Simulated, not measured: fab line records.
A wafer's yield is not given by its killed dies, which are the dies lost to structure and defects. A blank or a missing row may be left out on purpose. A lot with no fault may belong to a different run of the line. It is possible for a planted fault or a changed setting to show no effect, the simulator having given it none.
A struck lot beside a sound one :: flow sky130 :: 14 out of 708 route steps
Sound: these wafers, L706.1, L706.2, L706.3. Wafers L719.1, L719.2, L719.5 were the ones struck. Last of all comes the cause.
At each step with rows: each side's tool, then ch and its chambers, then its first start. Under that, the readings that differ: sound wafers :: struck wafers :: difference of the means :: sigmas: that difference in standard deviations of wafers without a fault.
alike: same words and numbers on both sides, and readings whose means sit less than 2 such deviations apart. not compared: any withheld reading, any reading some wafer has no value for, any bound like >300 that may hide the same value, and any number with overlapping values for which the record gives no deviation.
The two part at a step that has a row with sigmas, a row that says differs or no value, or rows on one side only. Numbers that don't overlap but have no deviation are shown without sigmas and don't part them. A reading missing from all wafers of one side parts the sides only when that side holds two or more wafers.

SKY_METAL4_SPUTTER_02: material AlCu, target thk 735 nm, time 39.1 s.
  struck on pvd-sputter-04, day 44 19:05; sound on pvd-sputter-04, day 40 23:15
  alike: throttle-valve-pct
SKY_METAL4_SPUTTER_03: material Ti, target thk 5 nm, time 3.3 s.
  struck on pvd-sputter-04, day 44 19:08; sound on pvd-sputter-04, day 40 23:17
  alike: throttle-valve-pct
SKY_METAL4_SPUTTER_04: material TiN, target thk 70 nm, time 58.3 s.
  struck on pvd-sputter-04, day 44 19:09; sound on pvd-sputter-04, day 40 23:19
  alike: throttle-valve-pct
SKY_CAP2M_CVD_00: deposits SiO2, target thk 15.5 nm.
  sound on pecvd-02 ch 0,1, day 40 23:21; struck on pecvd-02 ch 0,1, day 44 19:12
  alike: heater-power-w, rf-fwd-power-W
SKY_CAP2M_THK_MEAS_01:
  struck on film-metro-04, day 44 19:13; sound on film-metro-04, day 40 23:23
  alike: CAP2M_CVD_00_THK
SKY_CAP2M_SPUTTER_02: material TiN, target thk 200 nm, time 166.7 s.
  struck on pvd-sputter-03, day 44 19:17; sound on pvd-sputter-02, day 40 23:27
  alike: throttle-valve-pct
SKY_CAP2M_RS_MEAS_03: measures by four-point-probe.
  struck on film-metro-01, day 44 19:23; sound on film-metro-02, day 40 23:34
  alike: CAP2M_TIN_RS
SKY_CAP2M_THK_MEAS_04: measures by xrf.
  struck on film-metro-01, day 44 19:31; sound on film-metro-02, day 40 23:41
  alike: CAP2M_TIN_THK
then, 4 steps without rows for these wafers: SKY_CAP2M_DEHYDRATE_05 (time 60 s); SKY_CAP2M_HMDS_06 (prime time 60 s); SKY_CAP2M_COAT_07 (resist thk 1120 nm); SKY_CAP2M_SOFTBAKE_08 (time 60 s).
SKY_CAP2M_EXPOSE_09: exposes mask CAP2M, target cd 1000 nm.
  struck on iline-stepper-01, day 45 06:31; sound on iline-stepper-01 ch 0, day 41 11:10
  no value came back on the struck wafers for exposure-dose-mJ-cm2, focus-offset-nm (nm), sigma-outer; on the sound wafers exposure-dose-mJ-cm2 reads 158.89 158.90 159.07
  alike: mask
next, for these wafers, 1 step has no rows: SKY_CAP2M_PEB_10.

## WHERE THEY PART
Only at SKY_CAP2M_EXPOSE_09, as far as this record shows.

WHY: what had been put in by the simulator
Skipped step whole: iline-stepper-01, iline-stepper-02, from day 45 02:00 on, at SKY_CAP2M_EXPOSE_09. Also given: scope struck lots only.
